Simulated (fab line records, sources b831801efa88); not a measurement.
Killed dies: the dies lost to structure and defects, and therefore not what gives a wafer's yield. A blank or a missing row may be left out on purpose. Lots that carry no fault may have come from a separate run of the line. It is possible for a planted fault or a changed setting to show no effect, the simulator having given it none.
What tool caused it?	flow gf180mcu	38 wafers from 13 lots sampled at 4 of the route's 602 steps

## WHAT EACH GAUGE READ, for each wafer
GF_M1_CD_MEAS_14: the cd target is 230 nm.
lot	measured	on	cd nm (nm)
L643	day 17 07:00	cd sem-01	230.8 230.4 230.1
L644	day 17 21:23	cd sem-01	231.4 230.0 231.0
L645	day 18 03:26	cd sem-02	231.1 231.3 229.8
L646	day 18 09:29	cd sem-02	229.9 230.9 229.4
L647	day 19 00:59	cd sem-02	228.2 229.0 230.1
L648	day 19 04:38	cd sem-02	228.0 229.4 228.1
L649	day 19 16:21	cd sem-02	230.9 229.7 230.8
L655	day 21 22:43	cd sem-02	231.4 229.6
L657	day 22 14:05	cd sem-02	228.3 228.0 228.0
L658	day 23 00:03	cd sem-02	229.5 231.1 229.2
L659	day 23 13:05	cd sem-01	229.2 230.2 229.5
L661	day 23 21:22	cd sem-01	230.8 231.9 230.0
L665	day 25 07:56	cd sem-02	232.1 232.7 232.4

GF_V1_RS_MEAS_24: measurement is done with a four-point probe.
lot	measured	on	V1_W_RS (ohm/sq)
L643	day 18 08:59	film metro-02	0.336 0.332 0.326
L644	day 18 23:58	film metro-01	0.330 0.331 0.337
L645	day 19 06:30	film metro-01	0.329 0.341 0.337
L646	day 19 12:43	film metro-03	0.322 0.330 0.326
L647	day 20 04:01	film metro-03	0.323 0.323 0.336
L648	day 20 07:29	film metro-03	0.327 0.328 0.330
L649	day 20 18:37	film metro-01	0.342 0.342 0.338
L655	day 23 00:06	film metro-01	0.334 0.330
L657	day 23 15:56	film metro-01	0.338 0.339 0.331
L658	day 24 00:55	film metro-01	0.324 0.327 0.332
L659	day 24 13:37	film metro-01	0.333 0.332 0.332
L661	day 24 22:23	film metro-02	0.328 0.337 0.331
L665	day 26 06:31	film metro-02	0.327 0.329 0.334

## TOOL THAT RAN EACH LOT (tool first, then ch and the chambers of the sampled wafers, then the start)
lot	GF_M1_SPUTTER_04	GF_V1_ETCH_16
L643	pvd sputter-02, day 16 08:25	rie diel-01 ch 0,1,3, day 18 08:04
L644	pvd sputter-04, day 16 22:17	rie diel-01 ch 0,3, day 18 23:05
L645	pvd sputter-02, day 17 04:07	rie diel-01 ch 0,1,3, day 19 05:37
L646	pvd sputter-04, day 17 10:15	rie diel-01 ch 1,2, day 19 11:43
L647	pvd sputter-02, day 18 01:22	rie diel-04 ch 0,2,3, day 20 02:40
L648	pvd sputter-01, day 18 04:37	rie diel-03 ch 0,1,3, day 20 06:32
L649	pvd sputter-04, day 18 16:19	rie diel-04 ch 1,2,3, day 20 17:43
L655	pvd sputter-02, day 21 01:01	rie diel-04 ch 1,3, day 22 23:13
L657	pvd sputter-01, day 21 14:13	rie diel-03 ch 1,2,3, day 23 14:58
L658	pvd sputter-04, day 22 01:54	rie diel-03 ch 0,1,2, day 23 23:50
L659	pvd sputter-04, day 22 14:10	rie diel-01 ch 0,2, day 24 12:42
L661	pvd sputter-04, day 22 23:10	rie diel-03 ch 0,2,3, day 24 21:28
L665	pvd sputter-02, day 24 10:29	rie diel-04 ch 0,2, day 26 05:37
- GF_M1_SPUTTER_04: material TiN, target thk 50 nm, time 41.7 s.
- GF_V1_ETCH_16: etches BARC in N2/H2.

## WHAT THE TOOLS THEMSELVES READ (means of the sampled wafers that have a number; where no wafer has one, the mark that the record gives instead)
GF_M1_SPUTTER_04.
lot	tool	throttle valve pct (%)
L643	pvd sputter-02	31.5
L644	pvd sputter-04	29.8
L645	pvd sputter-02	31.0
L646	pvd sputter-04	30.3
L647	pvd sputter-02	29.9
L648	pvd sputter-01	30.7
L649	pvd sputter-04	30.0
L655	pvd sputter-02	29.1
L657	pvd sputter-01	29.7
L658	pvd sputter-04	30.0
L659	pvd sputter-04	29.8
L661	pvd sputter-04	30.1
L665	pvd sputter-02	30.1

GF_V1_ETCH_16.
lot	tool	drypump motor current A (A)	oes product au (a.u.)	rf fwd power W (W)	throttle valve pct (%)
L643	rie diel-01	5.96	0.858	496.1	13.216
L644	rie diel-01	5.96	0.856	494.6	13.227
L645	rie diel-01	5.97	0.858	495.3	13.223
L646	rie diel-01	6.01	0.858	497.8	13.233
L647	rie diel-04	5.59	0.854	495.3	13.227
L648	rie diel-03	6.08	0.858	496.1	13.231
L649	rie diel-04	5.52	0.855	494.0	13.220
L655	rie diel-04	5.60	0.855	532.8	13.224
L657	rie diel-03	6.10	0.853	495.5	13.218
L658	rie diel-03	5.98	0.851	496.0	13.221
L659	rie diel-01	5.96	0.853	495.3	13.223
L661	rie diel-03	6.05	0.853	496.4	13.220
L665	rie diel-04	5.81	0.851	495.5	13.220

## THE ANSWER, worked out from the rows above alone
Rule: usual is defined by the lots themselves. Put in order of their means at a reading, lots are off if they are a third of the lots or fewer, leave a main group of 4 or more, and stand apart from it by a gap of 3 or more times the standard deviation of the main group's means; of several such gaps the widest counts. If all means in a main group match to the digits the tables above print for the reading, that group is not used. Also off: a lot with no number at a reading for which 4 or more lots have one. All remaining lots with rows at the step are treated as sound. After the gauges, taken in route order, come the tools' own readings; for these a lot's mean is taken, as printed above. The first step at which some lot is off is used, and at that step the reading that is off furthest; a lot without a number counts as furthest.
Off at GF_V1_ETCH_16 (rf fwd power W): L655. The main group: mean 495.7 W, standard deviation 0.91.
A tool fits if, at that step or a process step before it, it ran every lot that is off, and no sound lot after the first of them. No candidate that was tried fits.

## WHAT THE SIMULATOR HAD PUT IN
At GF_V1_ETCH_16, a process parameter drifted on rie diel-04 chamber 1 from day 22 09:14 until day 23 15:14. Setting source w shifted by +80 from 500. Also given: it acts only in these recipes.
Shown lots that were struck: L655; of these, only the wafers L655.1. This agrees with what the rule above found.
